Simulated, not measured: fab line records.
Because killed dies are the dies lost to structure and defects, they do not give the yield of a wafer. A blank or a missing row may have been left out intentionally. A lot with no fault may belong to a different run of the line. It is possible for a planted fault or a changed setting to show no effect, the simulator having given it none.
Which tool is to blame? / flow gf180mcu / 30 wafers from 10 lots sampled at 5 of the route's 602 steps

WHAT THE GAUGES SHOWED, per wafer
GF_V2_THK_MEAS_03. Usual: V2_CVD_02_THK gives 842 nm (standard deviation 15).
lot=L946; measured=day 19 09:52; on=filmMetro-04; V2_CVD_02_THK (nm)=803 842 848; flag=
lot=L948; measured=day 20 07:04; on=filmMetro-03; V2_CVD_02_THK (nm)=829 835 832; flag=
lot=L949; measured=day 20 19:21; on=filmMetro-03; V2_CVD_02_THK (nm)=847 856 874; flag=
lot=L950; measured=day 21 02:03; on=filmMetro-03; V2_CVD_02_THK (nm)=812 850 861; flag=
lot=L951; measured=day 21 17:43; on=filmMetro-03; V2_CVD_02_THK (nm)=829 866 848; flag=
lot=L953; measured=day 22 18:43; on=filmMetro-01; V2_CVD_02_THK (nm)=844 850 831; flag=
lot=L954; measured=day 23 00:28; on=filmMetro-04; V2_CVD_02_THK (nm)=873 853 835; flag=
lot=L960; measured=day 24 20:31; on=filmMetro-03; V2_CVD_02_THK (nm)=837 832 839; flag=
lot=L961; measured=day 25 01:19; on=filmMetro-04; V2_CVD_02_THK (nm)=837 843 843; flag=
lot=L964; measured=day 26 03:42; on=filmMetro-01; V2_CVD_02_THK (nm)=813 830 831; flag=

GF_V2_RS_MEAS_24: measurement is done with a four-point probe. Usual: V2_W_RS gives 0.328 ohm/sq (standard deviation 0.0044).
lot=L946; measured=day 20 11:44; on=filmMetro-03; V2_W_RS (ohm/sq)=0.328 0.332 0.331; flag=
lot=L948; measured=day 21 10:40; on=filmMetro-01; V2_W_RS (ohm/sq)=0.324 0.329 0.325; flag=
lot=L949; measured=day 21 21:14; on=filmMetro-04; V2_W_RS (ohm/sq)=0.332 0.331 0.328; flag=
lot=L950; measured=day 22 03:36; on=filmMetro-04; V2_W_RS (ohm/sq)=0.323 0.322 0.326; flag=
lot=L951; measured=day 22 19:04; on=filmMetro-03; V2_W_RS (ohm/sq)=0.321 0.327 0.324; flag=
lot=L953; measured=day 23 18:37; on=filmMetro-01; V2_W_RS (ohm/sq)=0.326 0.333 0.331; flag=
lot=L954; measured=day 24 00:44; on=filmMetro-04; V2_W_RS (ohm/sq)=0.324 0.321 0.327; flag=
lot=L960; measured=day 25 20:10; on=filmMetro-03; V2_W_RS (ohm/sq)=0.390 0.392 0.391; flag=OFF
lot=L961; measured=day 26 00:46; on=filmMetro-04; V2_W_RS (ohm/sq)=0.396 0.386 0.384; flag=OFF
lot=L964; measured=day 27 01:58; on=filmMetro-03; V2_W_RS (ohm/sq)=0.336 0.323 0.325; flag=

GF_V2_THK_MEAS_25: measures by xrf. Usual: V2_W_THK gives 337 nm (standard deviation 5.3).
lot=L946; measured=day 20 11:51; on=filmMetro-03; V2_W_THK (nm)=334 330 331; flag=
lot=L948; measured=day 21 10:46; on=filmMetro-01; V2_W_THK (nm)=347 343 347; flag=
lot=L949; measured=day 21 21:20; on=filmMetro-04; V2_W_THK (nm)=336 337 338; flag=
lot=L950; measured=day 22 03:43; on=filmMetro-04; V2_W_THK (nm)=345 345 342; flag=
lot=L951; measured=day 22 19:10; on=filmMetro-03; V2_W_THK (nm)=338 332 337; flag=
lot=L953; measured=day 23 18:44; on=filmMetro-01; V2_W_THK (nm)=344 334 337; flag=
lot=L954; measured=day 24 00:49; on=filmMetro-04; V2_W_THK (nm)=347 348 342; flag=
lot=L960; measured=day 25 20:16; on=filmMetro-03; V2_W_THK (nm)=288 288 289; flag=OFF
lot=L961; measured=day 26 00:53; on=filmMetro-04; V2_W_THK (nm)=290 300 299; flag=OFF
lot=L964; measured=day 27 02:05; on=filmMetro-03; V2_W_THK (nm)=325 340 336; flag=

WHAT TOOL EACH LOT RAN ON (gives the tool, then ch and the chambers of the sampled wafers, and finally the start)
lot=L946; GF_V2_STRIP_18=plasmaAsher-02 ch 0,1, day 20 10:58; GF_V2_CVD_23=cvdW-02 ch 0,1, day 20 11:37
lot=L948; GF_V2_STRIP_18=plasmaAsher-01 ch 0,1, day 21 09:48; GF_V2_CVD_23=cvdW-01 ch 0,1, day 21 10:26
lot=L949; GF_V2_STRIP_18=plasmaAsher-01 ch 0,1, day 21 20:21; GF_V2_CVD_23=cvdW-02 ch 0, day 21 21:01
lot=L950; GF_V2_STRIP_18=plasmaAsher-01 ch 0,1, day 22 02:52; GF_V2_CVD_23=cvdW-01 ch 0,1, day 22 03:29
lot=L951; GF_V2_STRIP_18=plasmaAsher-04 ch 0,1, day 22 18:14; GF_V2_CVD_23=cvdW-01 ch 0,1, day 22 18:56
lot=L953; GF_V2_STRIP_18=plasmaAsher-02 ch 0,1, day 23 17:52; GF_V2_CVD_23=cvdW-02 ch 0,1, day 23 18:30
lot=L954; GF_V2_STRIP_18=plasmaAsher-02 ch 0,1, day 23 23:57; GF_V2_CVD_23=cvdW-02 ch 0,1, day 24 00:35
lot=L960; GF_V2_STRIP_18=plasmaAsher-04 ch 0,1, day 25 19:24; GF_V2_CVD_23=cvdW-01 ch 0,1, day 25 20:02
lot=L961; GF_V2_STRIP_18=plasmaAsher-02 ch 0,1, day 26 00:01; GF_V2_CVD_23=cvdW-01 ch 0,1, day 26 00:39
lot=L964; GF_V2_STRIP_18=plasmaAsher-02 ch 0,1, day 27 01:13; GF_V2_CVD_23=cvdW-02 ch 0,1, day 27 01:51
- GF_V2_STRIP_18: strips in O2/N2.
- GF_V2_CVD_23: deposits W, target thk 350 nm, time 104.94 s.

AS READ BY THE TOOLS THEMSELVES (means over the sampled wafers that have a number; for cases with no such wafer, the mark the record gives instead)
GF_V2_STRIP_18. Usual: chamberPressureMTorr 1500.1 mTorr, standard deviation 1.1; drypumpMotorCurrentA 5.49 A, standard deviation 0.27; heaterPowerW 319 W, standard deviation 40; n2FlowSccm 300.0 sccm, standard deviation 0.97; oesProductAu 0.593 a.u., standard deviation 0.005.
lot=L946; tool=plasmaAsher-02; chamberPressureMTorr (mTorr)=1500.4; drypumpMotorCurrentA (A)=5.53; heaterPowerW (W)=303; n2FlowSccm (sccm)=300.9; oesProductAu (a.u.)=0.595; flag=
lot=L948; tool=plasmaAsher-01; chamberPressureMTorr (mTorr)=1500.3; drypumpMotorCurrentA (A)=5.82; heaterPowerW (W)=385; n2FlowSccm (sccm)=299.8; oesProductAu (a.u.)=0.593; flag=
lot=L949; tool=plasmaAsher-01; chamberPressureMTorr (mTorr)=1500.8; drypumpMotorCurrentA (A)=5.79; heaterPowerW (W)=383; n2FlowSccm (sccm)=299.8; oesProductAu (a.u.)=0.592; flag=
lot=L950; tool=plasmaAsher-01; chamberPressureMTorr (mTorr)=1499.1; drypumpMotorCurrentA (A)=5.65; heaterPowerW (W)=378; n2FlowSccm (sccm)=299.2; oesProductAu (a.u.)=0.591; flag=
lot=L951; tool=plasmaAsher-04; chamberPressureMTorr (mTorr)=1500.7; drypumpMotorCurrentA (A)=5.03; heaterPowerW (W)=313; n2FlowSccm (sccm)=300.8; oesProductAu (a.u.)=0.594; flag=
lot=L953; tool=plasmaAsher-02; chamberPressureMTorr (mTorr)=1499.2; drypumpMotorCurrentA (A)=5.53; heaterPowerW (W)=290; n2FlowSccm (sccm)=300.4; oesProductAu (a.u.)=0.594; flag=
lot=L954; tool=plasmaAsher-02; chamberPressureMTorr (mTorr)=1499.8; drypumpMotorCurrentA (A)=5.52; heaterPowerW (W)=292; n2FlowSccm (sccm)=300.0; oesProductAu (a.u.)=0.588; flag=
lot=L960; tool=plasmaAsher-04; chamberPressureMTorr (mTorr)=1500.3; drypumpMotorCurrentA (A)=5.23; heaterPowerW (W)=303; n2FlowSccm (sccm)=300.3; oesProductAu (a.u.)=0.593; flag=
lot=L961; tool=plasmaAsher-02; chamberPressureMTorr (mTorr)=1500.2; drypumpMotorCurrentA (A)=5.52; heaterPowerW (W)=297; n2FlowSccm (sccm)=300.5; oesProductAu (a.u.)=0.589; flag=
lot=L964; tool=plasmaAsher-02; chamberPressureMTorr (mTorr)=1499.1; drypumpMotorCurrentA (A)=5.54; heaterPowerW (W)=290; n2FlowSccm (sccm)=299.4; oesProductAu (a.u.)=0.599; flag=

GF_V2_CVD_23. Usual: heaterPowerW 872 W, standard deviation 82.
lot=L946; tool=cvdW-02; heaterPowerW (W)=955; flag=
lot=L948; tool=cvdW-01; heaterPowerW (W)=818; flag=
lot=L949; tool=cvdW-02; heaterPowerW (W)=836; flag=
lot=L950; tool=cvdW-01; heaterPowerW (W)=818; flag=
lot=L951; tool=cvdW-01; heaterPowerW (W)=840; flag=
lot=L953; tool=cvdW-02; heaterPowerW (W)=967; flag=
lot=L954; tool=cvdW-02; heaterPowerW (W)=893; flag=
lot=L960; tool=cvdW-01; heaterPowerW (W)=842; flag=
lot=L961; tool=cvdW-01; heaterPowerW (W)=855; flag=
lot=L964; tool=cvdW-02; heaterPowerW (W)=907; flag=

THE ANSWER, worked out from the rows above alone
Rule: a lot counts as off when the mean over its wafers that have a number is more than 3 standard deviations away from the usual mean. A lot without any number at a reading at which 4 lots or more have one is off too. Any other lot the step has rows for is counted as sound. The gauges are gone through in route order, then the tools' own readings, and for those a lot's mean is taken as printed above. At the first step where some lot is off, the reading lying furthest off is the one used; lots without a number count as furthest.
Off: at GF_V2_RS_MEAS_24 (V2_W_RS), L960, L961.
If a tool, at a process step before that reading, ran all the lots that are off and no sound lot after the first of them, it fits. Gauges at GF_V2_RS_MEAS_24: tried the same way as those tools. One fits: cvdW-01 at GF_V2_CVD_23. A fault onset in the window from L951 (day 22 18:56, its last sound lot) to L960 (day 25 20:02, its first lot off) fits.

WHAT WAS PUT IN BY THE SIMULATOR
Site profile drift: cvdW-01, from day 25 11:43 on, at GF_V2_CVD_23. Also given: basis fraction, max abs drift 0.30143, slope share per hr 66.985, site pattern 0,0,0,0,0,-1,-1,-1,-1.
Lots struck among those shown: L960, L961. This agrees with what the rule above found.
